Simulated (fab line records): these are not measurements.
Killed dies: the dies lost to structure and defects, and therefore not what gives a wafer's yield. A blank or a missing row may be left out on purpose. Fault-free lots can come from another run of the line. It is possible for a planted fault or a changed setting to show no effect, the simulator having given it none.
8D (eight disciplines) problem report, filled in by code | flow sky130 | the parts of the form that need people (team, actions taken, sign-off) are left out

1. THE ISSUE
killed_at_M4_up at SKY_PAD_OPEN_PROBE_99 reads a mean of 38.0 on 6 wafers of 2 lots; wafers without a fault read 3.2 with a standard deviation of 1.8. That is +19 standard deviations from the usual mean.
The first sign was on wafer L772.1 at day 49 22:35, on prober-01. The record has a number at this step for 33 wafers belonging to 11 lots. Rule for "out", or "out of limits": more than 4 standard deviations from the usual mean. All remaining wafers that have a number are taken as sound.

2. WHAT IT IS AND WHAT IT IS NOT
question                    | is                     | is not
which readings at this step | killed_at_M4_up        | killed_at_M0_to_M3, killed_at_contacts, killed_at_front_end, killed_at_other, killed_open, killed_short, sort_bin_6_memory
which lots                  | L772, L773             | L754, L759, L760, L763, L764, L765, L766, L767, L770
which wafers of those lots  | all that have a number | -
read on which tools         | prober-01, prober-02   | -
when                        | from day 49 22:35      | up to then (27 sound wafers)

3. THE SUSPECTS, EACH WITH WHAT RULES IT OUT
Counting: a tool stays on the suspect list if, at a process step up to the reading, it processed all lots that are out and no sound lot following the first of them.
- pvd_sputter-04 at SKY_METAL5_SPUTTER_00 (material Ti, target thk 15 nm, time 10 s): kept. All lots that are out passed through it, beginning with L772 at day 47 11:01, and no sound lot followed; its final sound lot before that point was L767 at day 46 05:42.
- pvd_sputter-04 at SKY_METAL5_SPUTTER_01 (material TiN, target thk 20 nm, time 16.7 s): kept. All lots that are out passed through it, beginning with L772 at day 47 11:02, and no sound lot followed; its final sound lot before that point was L767 at day 46 05:43.
The count leaves pvd_sputter-04 at SKY_METAL5_SPUTTER_01 and pvd_sputter-04 at SKY_METAL5_SPUTTER_00.

4. THE CAUSE (what the simulator had put in)
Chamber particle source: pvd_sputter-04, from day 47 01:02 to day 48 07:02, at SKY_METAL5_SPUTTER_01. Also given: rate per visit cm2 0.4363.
Of the 2 suspects that counting leaves, this tool is one.

5. SEQUENCE OF EFFECTS, ordered by route
Each row: a reading where the mean over the struck wafers with a number is more than 3 standard deviations away from the usual. Readings are gone through only where the record gives a usual standard deviation; hours: the median, over the lots, of the time from a lot's start at the first step in this table giving one to that lot's start at this step; sigmas: the change measured in usual standard deviations.
hours | step                  | reading              | usual  | on struck wafers | change | sigmas
0     | SKY_PAD_OPEN_PROBE_99 | defect_limited_yield | 82.2 % | 75.4             | -6.8   | -3.4
0     | SKY_PAD_OPEN_PROBE_99 | killed_at_M4_up      | 3.2    | 38.0             | +34.8  | +19
0     | SKY_PAD_OPEN_PROBE_99 | killed_dies          | 88     | 121              | +33    | +3.4
0     | SKY_PAD_OPEN_PROBE_99 | sort_bin_5_function  | 10.6 % | 15.4             | +4.8   | +3.0
0     | SKY_PAD_OPEN_PROBE_99 | sort_n_pass          | 404    | 371              | -33    | -3.4
0     | SKY_PAD_OPEN_PROBE_99 | sort_yield_pct       | 82.2 % | 75.4             | -6.8   | -3.4
It contains these process steps:
- SKY_PAD_OPEN_PROBE_99

6. HOW IT WOULD HAVE BEEN CAUGHT EARLIER
In this record the first reading out of limits was taken at day 49 22:35, 70 hours after the fault began at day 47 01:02.
Tool readings at SKY_METAL5_SPUTTER_01 with a usual standard deviation given in the record: none out on any struck wafer, hence no alarm at a limit of 4 standard deviations on them.
Lots out: 2; all had begun SKY_METAL5_SPUTTER_01 on pvd_sputter-04 by day 49 22:35. Holding the tool at that point would not have protected any of them.
